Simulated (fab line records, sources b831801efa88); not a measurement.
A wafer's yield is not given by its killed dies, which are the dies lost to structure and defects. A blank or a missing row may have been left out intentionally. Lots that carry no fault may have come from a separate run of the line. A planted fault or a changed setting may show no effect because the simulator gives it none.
A lot that was struck, set against a sound lot	flow gf180mcu	22 out of 602 route steps
Sound: wafers L671.3, L671.4, L671.6. Struck: wafer L663.1 (L663.3, L663.4, from the same lot, were not struck and are left out); the cause is given at the end.
Each step with rows lists, per side, the tool, then ch with its chambers, then its first start. Under that, the readings that differ: sound wafers	struck wafers	difference of the means	sigmas: that difference in standard deviations of wafers without a fault.
alike: readings whose means differ by less than 2 such deviations, and words and numbers that are the same on both sides. not compared: withheld readings, readings that some wafer has no value for, bounds like >300 that may hide the same value, and numbers for which the record gives no deviation and whose values overlap.
The two part at a step that has a row with sigmas, a row that says differs or no value, or rows on one side only. When numbers do not overlap yet have no deviation, they are printed without sigmas and do not part them. A reading that every wafer of one side lacks parts them only if that side has two wafers or more.

first, 5 steps without rows for these wafers: GF_LVPWELL_COAT_02 (resist thk 3000 nm); GF_LVPWELL_SOFTBAKE_03; GF_LVPWELL_EXPOSE_04 (exposes mask LVPWELL, target cd 600 nm); GF_LVPWELL_PEB_05; GF_LVPWELL_DEVELOP_06 (develop time 60 s).
GF_LVPWELL_OVL_MEAS_07:
  sound on overlay-01, day 8 12:31; struck on overlay-01, day 6 15:10
reading	sound	struck	difference	sigmas
LVPWELL_OVL (nm)	-1.5 0.0 -0.3	2.5	+3.1	+2
then, 2 steps without rows for these wafers: GF_LVPWELL_IMPLANT_08; GF_LVPWELL_IMPLANT_09.
GF_LVPWELL_STRIP_10: strips in O2/N2.
  sound on plasma_asher-03 ch 0,1, day 8 12:53; struck on plasma_asher-01 ch 1, day 6 15:30
reading	sound	struck	difference	sigmas
o2_flow_sccm (sccm)	2975 3001 2981	3014	+28	+3
rf_hours_counter_h (h)	- - -	33	no value on the sound wafers	
  alike: chamber_pressure_mTorr, drypump_motor_current_A, heater_power_w, oes_product_au, strip_time_to_endpoint_s
GF_LVPWELL_TW_MEAS_11:
  sound on film_metro-04, day 8 12:58; struck on film_metro-03, day 6 15:36
  alike: LVPWELL_TW
then, 2 steps without rows for these wafers: GF_MVSD_DEHYDRATE_00 (time 60 s); GF_MVSD_HMDS_01 (prime time 60 s).
GF_MVSD_COAT_02: resist thk 3000 nm.
  sound on litho_track-03 ch 0, day 8 20:41; struck on litho_track-01 ch 0, day 6 22:57
reading	sound	struck	difference	sigmas
model.coat_of_MVSD_COAT_02.thk_nm (nm)	2990 2988 2992	3030	+40	
  alike: exhaust_pa
then, 3 steps without rows for these wafers: GF_MVSD_SOFTBAKE_03; GF_MVSD_EXPOSE_04 (exposes mask MVSD, target cd 1000 nm); GF_MVSD_PEB_05.
GF_MVSD_DEVELOP_06: develop time 60 s.
  sound: litho_track-01 ch 0; struck: litho_track-03 ch 0
reading	sound	struck	difference	sigmas
model.coat_of_MVSD_COAT_02.thk_nm (nm)	2989 2987 2991	3029	+40	
  alike: developer_temp_C, exhaust_pa
GF_MVSD_OVL_MEAS_07:
  sound on overlay-02, day 9 05:46; struck on overlay-01, day 7 06:08
  alike: MVSD_OVL
then, 2 steps without rows for these wafers: GF_MVSD_IMPLANT_08; GF_MVSD_IMPLANT_09.
GF_MVSD_STRIP_10: strips in O2/N2.
  sound on plasma_asher-02 ch 0,1, day 9 06:07; struck on plasma_asher-02 ch 0, day 7 06:28
reading	sound	struck	difference	sigmas
oes_product_au (a.u.)	0.729 0.727 0.724	0.718	-0.009	-2
rf_hours_counter_h (h)	- - -	3	no value on the sound wafers	
strip_time_to_endpoint_s (s)	36.84 36.80 36.85	37.30	+0.47	+5
  alike: chamber_pressure_mTorr, drypump_motor_current_A, heater_power_w, o2_flow_sccm
GF_MVSD_TW_MEAS_11:
  sound on film_metro-03, day 9 06:13; struck on film_metro-03, day 7 06:34
  alike: MVSD_TW

WHERE THEY PART
Last at GF_MVSD_STRIP_10 as far as this record goes, first at GF_LVPWELL_OVL_MEAS_07. Later steps at which nothing parts them and some readings are alike: GF_MVSD_TW_MEAS_11.

WHY: the cause the simulator had injected
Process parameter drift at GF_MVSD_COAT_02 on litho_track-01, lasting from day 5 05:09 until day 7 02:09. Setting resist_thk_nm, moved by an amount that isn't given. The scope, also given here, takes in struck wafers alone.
